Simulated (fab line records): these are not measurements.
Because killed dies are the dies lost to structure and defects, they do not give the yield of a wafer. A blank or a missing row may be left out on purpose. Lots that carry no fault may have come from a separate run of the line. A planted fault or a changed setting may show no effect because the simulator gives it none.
Which tool was responsible? + flow sky130 + Sampling: 24 lots, 72 wafers, 5 of 708 route steps

== WHAT EACH GAUGE READ, for each wafer ==
SKY_VT_ADJUST_LVTN_OVL_MEAS_07. Usual: for VT_ADJUST_LVTN_OVL the level is -0.5 nm and the standard deviation is 1.3.
| lot  | measured     | on         | VT_ADJUST_LVTN_OVL (nm) | flag |
|------|--------------|------------|-------------------------|------|
| L074 | day 6 20:06  | overlay-01 | -3.2 -2.9 -3.2          |      |
| L075 | day 7 02:39  | overlay-01 | 0.2 0.7 -1.6            |      |
| L076 | day 7 06:56  | overlay-02 | 0.9 -0.2 -1.1           |      |
| L077 | day 7 14:56  | overlay-02 | 0.7 1.8 0.6             |      |
| L078 | day 8 10:29  | overlay-02 | -0.6 -0.5 -0.3          |      |
| L079 | day 8 12:37  | overlay-01 | -0.2 0.3 0.8            |      |
| L080 | day 8 14:15  | overlay-01 | 0.3 1.2 -0.3            |      |
| L081 | day 8 20:55  | overlay-01 | -0.4 2.1 -0.1           |      |
| L082 | day 9 02:18  | overlay-02 | -3.7 -2.7 -1.8          |      |
| L083 | day 9 10:13  | overlay-01 | -1.7 -2.8 -1.7          |      |
| L084 | day 9 11:36  | overlay-01 | -1.3 -1.4 -2.2          |      |
| L085 | day 9 20:05  | overlay-02 | 0.5 -1.9 0.4            |      |
| L086 | day 10 02:49 | overlay-02 | -0.9 -0.2 -1.6          |      |
| L087 | day 10 08:24 | overlay-02 | 0.6 -1.6 1.7            |      |
| L088 | day 10 12:30 | overlay-01 | 2.2 1.6 2.4             |      |
| L089 | day 10 20:55 | overlay-01 | -0.3 1.4 -1.5           |      |
| L090 | day 11 00:58 | overlay-02 | 1.3 1.1 0.6             |      |
| L091 | day 11 09:01 | overlay-02 | 0.1 0.4 1.7             |      |
| L092 | day 11 13:42 | overlay-01 | 0.0 -0.2 -1.8           |      |
| L094 | day 12 06:11 | overlay-02 | -2.3 -1.9 -1.0          |      |
| L093 | day 12 07:19 | overlay-01 | 0.4 -1.3 0.1            |      |
| L095 | day 13 00:24 | overlay-01 | -1.0 -2.2 -0.3          |      |
| L096 | day 13 03:13 | overlay-01 | -4.2 -3.0 -1.5          |      |
| L097 | day 13 04:24 | overlay-01 | 0.6 -0.2 0.7            |      |

SKY_METAL1_OVL_MEAS_16. Usual: for METAL1_OVL the level is -1 nm and the standard deviation is 4.6.
| lot  | measured     | on         | METAL1_OVL (nm) | flag |
|------|--------------|------------|-----------------|------|
| L074 | day 32 08:44 | overlay-02 | -3 1 -2         |      |
| L075 | day 32 13:50 | overlay-02 | -7 -5 -4        |      |
| L076 | day 33 02:50 | overlay-02 | -4 -2 0         |      |
| L077 | day 33 09:49 | overlay-02 | -6 -3 5         |      |
| L078 | day 34 12:59 | overlay-02 | 4 6 4           |      |
| L079 | day 34 20:52 | overlay-02 | 0 5 0           |      |
| L080 | day 35 02:08 | overlay-02 | -7 -5 -3        |      |
| L081 | day 35 02:34 | overlay-02 | 1 2 0           |      |
| L082 | day 35 07:08 | overlay-02 | -4 3 -1         |      |
| L083 | day 35 17:19 | overlay-02 | 3 -3 1          |      |
| L084 | day 36 00:15 | overlay-02 | -7 -8 -9        |      |
| L085 | day 36 11:32 | overlay-01 | 1 10 4          |      |
| L086 | day 36 13:38 | overlay-02 | 1 -2 5          |      |
| L087 | day 36 16:25 | overlay-02 | 3 7 6           |      |
| L088 | day 37 00:52 | overlay-01 | -4 -3 2         |      |
| L089 | day 37 08:20 | overlay-02 | -3 -2 -2        |      |
| L090 | day 37 14:00 | overlay-02 | -21 -5 -9       |      |
| L091 | day 37 23:29 | overlay-01 | -9 0 1          |      |
| L092 | day 38 01:39 | overlay-02 | -2 0 -12        |      |
| L094 | day 38 18:08 | overlay-01 | 0 6 1           |      |
| L093 | day 39 03:26 | overlay-02 | 3 0 3           |      |
| L095 | day 39 16:58 | overlay-02 | -1 -5 -3        |      |
| L096 | day 39 21:56 | overlay-01 | 5 -1 8          |      |
| L097 | day 39 21:25 | overlay-01 | -11 5 1         |      |

SKY_METAL3_OVL_MEAS_14. Usual: for METAL3_OVL the level is -4 nm and the standard deviation is 5.4.
| lot  | measured     | on         | METAL3_OVL (nm) | flag |
|------|--------------|------------|-----------------|------|
| L074 | day 38 01:20 | overlay-02 | -8 -11 -4       |      |
| L075 | day 38 09:36 | overlay-02 | -10 -10 -6      |      |
| L076 | day 38 19:10 | overlay-02 | -14 -14 -16     |      |
| L077 | day 39 01:44 | overlay-02 | 1 0 -1          |      |
| L078 | day 40 01:17 | overlay-01 | -1 -2 0         |      |
| L079 | day 40 10:40 | overlay-01 | 0 -1 -3         |      |
| L080 | day 40 14:55 | overlay-01 | -3 3 -2         |      |
| L081 | day 40 15:16 | overlay-02 | 3 6 3           |      |
| L082 | day 40 19:31 | overlay-02 | -7 -5 -3        |      |
| L083 | day 41 04:50 | overlay-02 | -12 2 1         |      |
| L084 | day 41 11:47 | overlay-02 | -6 -12 -8       |      |
| L085 | day 41 23:14 | overlay-02 | -12 -10 -11     |      |
| L086 | day 42 01:25 | overlay-02 | -3 -5 -5        |      |
| L087 | day 42 03:19 | overlay-02 | -6 -9 -7        |      |
| L088 | day 42 11:26 | overlay-02 | -5 -7 -2        |      |
| L089 | day 42 19:02 | overlay-01 | 1 -3 3          |      |
| L090 | day 42 22:14 | overlay-01 | 2 5 -7          |      |
| L091 | day 43 08:14 | overlay-02 | -5 -2 4         |      |
| L092 | day 43 09:24 | overlay-01 | -2 1 0          |      |
| L094 | day 43 23:02 | overlay-01 | 1 -3 -1         |      |
| L093 | day 44 06:52 | overlay-02 | -7 -7 -4        |      |
| L095 | day 44 20:26 | overlay-01 | -4 -11 -8       |      |
| L096 | day 45 01:09 | overlay-02 | -17 -11 -13     |      |
| L097 | day 45 00:34 | overlay-01 | -6 -3 -1        |      |

SKY_VIA4_RS_MEAS_19: measurement is done with a four-point probe. Usual: for VIA4_W_RS the level is 0.2272 ohm/sq and the standard deviation is 0.0022.
| lot  | measured     | on            | VIA4_W_RS (ohm/sq)   | flag |
|------|--------------|---------------|----------------------|------|
| L074 | day 42 10:22 | film metro-04 | 0.2282 0.2293 0.2260 |      |
| L075 | day 42 15:49 | film metro-04 | 0.2310 0.2311 0.2328 |      |
| L076 | day 43 01:18 | film metro-01 | 0.2272 0.2279 0.2269 |      |
| L077 | day 43 07:02 | film metro-01 | 0.2268 0.2295 0.2268 |      |
| L078 | day 44 03:47 | film metro-03 | 0.2271 0.2266 0.2282 |      |
| L079 | day 44 13:43 | film metro-03 | 0.2261 0.2250 0.2238 |      |
| L080 | day 44 16:50 | film metro-01 | 0.2269 0.2298 0.2280 |      |
| L081 | day 44 18:07 | film metro-03 | 0.2262 0.2262 0.2239 |      |
| L082 | day 44 21:31 | film metro-03 | 0.2254 0.2283 0.2294 |      |
| L083 | day 45 04:46 | film metro-04 | 0.2277 0.2273 0.2236 |      |
| L084 | day 45 12:49 | film metro-03 | 0.2279 0.2262 0.2264 |      |
| L085 | day 45 23:08 | film metro-01 | 0.2239 0.2239 0.2254 |      |
| L086 | day 46 00:23 | film metro-04 | 0.2316 0.2286 0.2287 |      |
| L087 | day 46 02:13 | film metro-03 | 0.2250 0.2280 0.2265 |      |
| L088 | day 46 09:49 | film metro-04 | 0.2272 0.2277 0.2307 |      |
| L089 | day 46 15:07 | film metro-04 | 0.2264 0.2292 0.2268 |      |
| L090 | day 46 17:23 | film metro-03 | 0.2282 0.2305 0.2282 |      |
| L091 | day 47 02:34 | film metro-03 | 0.2272 0.2288 0.2289 |      |
| L092 | day 47 03:19 | film metro-04 | 0.2278 0.2276 0.2267 |      |
| L094 | day 47 16:59 | film metro-03 | 0.2264 0.2274 0.2260 |      |
| L093 | day 47 21:55 | film metro-04 | 0.2268 0.2285 0.2312 |      |
| L095 | day 48 11:05 | film metro-03 | 0.2252 0.2259 0.2244 |      |
| L096 | day 48 15:23 | film metro-04 | 0.2252 0.2254 0.2258 |      |
| L097 | day 48 15:07 | film metro-03 | 0.2248 0.2258 0.2245 |      |

SKY_METAL5_THK_MEAS_06: measures by xrf. Usual: for METAL5_ALCU_THK the level is 1186 nm and the standard deviation is 14.
| lot  | measured     | on            | METAL5_ALCU_THK (nm) | flag |
|------|--------------|---------------|----------------------|------|
| L074 | day 42 11:07 | film metro-03 | 1207 1191 1185       |      |
| L075 | day 42 16:34 | film metro-01 | 1213 1199 1194       |      |
| L076 | day 43 02:04 | film metro-01 | 1212 1215 1195       |      |
| L077 | day 43 07:48 | film metro-02 | 1187 1180 1182       |      |
| L078 | day 44 04:33 | film metro-03 | 1195 1197 1196       |      |
| L079 | day 44 14:29 | film metro-02 | 1190 1203 1200       |      |
| L080 | day 44 17:35 | film metro-02 | 1175 1185 1177       |      |
| L081 | day 44 18:52 | film metro-01 | 1184 1198 1206       |      |
| L082 | day 44 22:17 | film metro-03 | 1184 1192 1196       |      |
| L083 | day 45 05:31 | film metro-02 | 1181 1190 1177       |      |
| L084 | day 45 13:34 | film metro-03 | 1185 1174 1178       |      |
| L085 | day 45 23:53 | film metro-01 | 1183 1180 1193       |      |
| L086 | day 46 01:10 | film metro-02 | 1178 1172 1187       |      |
| L087 | day 46 02:59 | film metro-02 | 1180 1199 1200       |      |
| L088 | day 46 10:35 | film metro-02 | 1178 1187 1168       |      |
| L089 | day 46 16:09 | film metro-02 | 1183 1197 1187       |      |
| L090 | day 46 19:41 | film metro-03 | 1154 1153 1167       |      |
| L091 | day 47 03:21 | film metro-03 | 1181 1168 1161       |      |
| L092 | day 47 04:04 | film metro-02 | 1193 1194 1195       |      |
| L094 | day 47 17:45 | film metro-03 | 1161 1167 1173       |      |
| L093 | day 47 22:47 | film metro-02 | 1178 1181 1186       |      |
| L095 | day 48 12:02 | film metro-03 | 1172 1174 1187       |      |
| L096 | day 48 16:12 | film metro-03 | 1166 1176 1159       |      |
| L097 | day 48 15:53 | film metro-01 | 1187 1196 1202       |      |

== WHICH TOOL RAN EACH LOT (tool, then ch and the chambers of the sampled wafers, then the start) ==
There is no process step in the record ahead of these readings.

== AS READ BY THE TOOLS THEMSELVES (means over the sampled wafers that have a number; for cases with no such wafer, the mark the record gives instead) ==
The record holds no such reading with a usual standard deviation.

== THE ANSWER, worked out from the rows above alone ==
Rule: a lot counts as off when the mean over its wafers that have a number is more than 3 standard deviations away from the usual mean. A lot without any number at a reading at which 4 lots or more have one is off too. The other lots that the step has rows for count as sound. First the gauges in route order, then the tools' own readings, where a lot's mean is used as printed above. At the first step where some lot is off, the reading lying furthest off is the one used; lots without a number count as furthest.
Across all readings shown, no lot is off: no conclusion can be drawn from this.

== WHAT THE SIMULATOR HAD PUT IN ==
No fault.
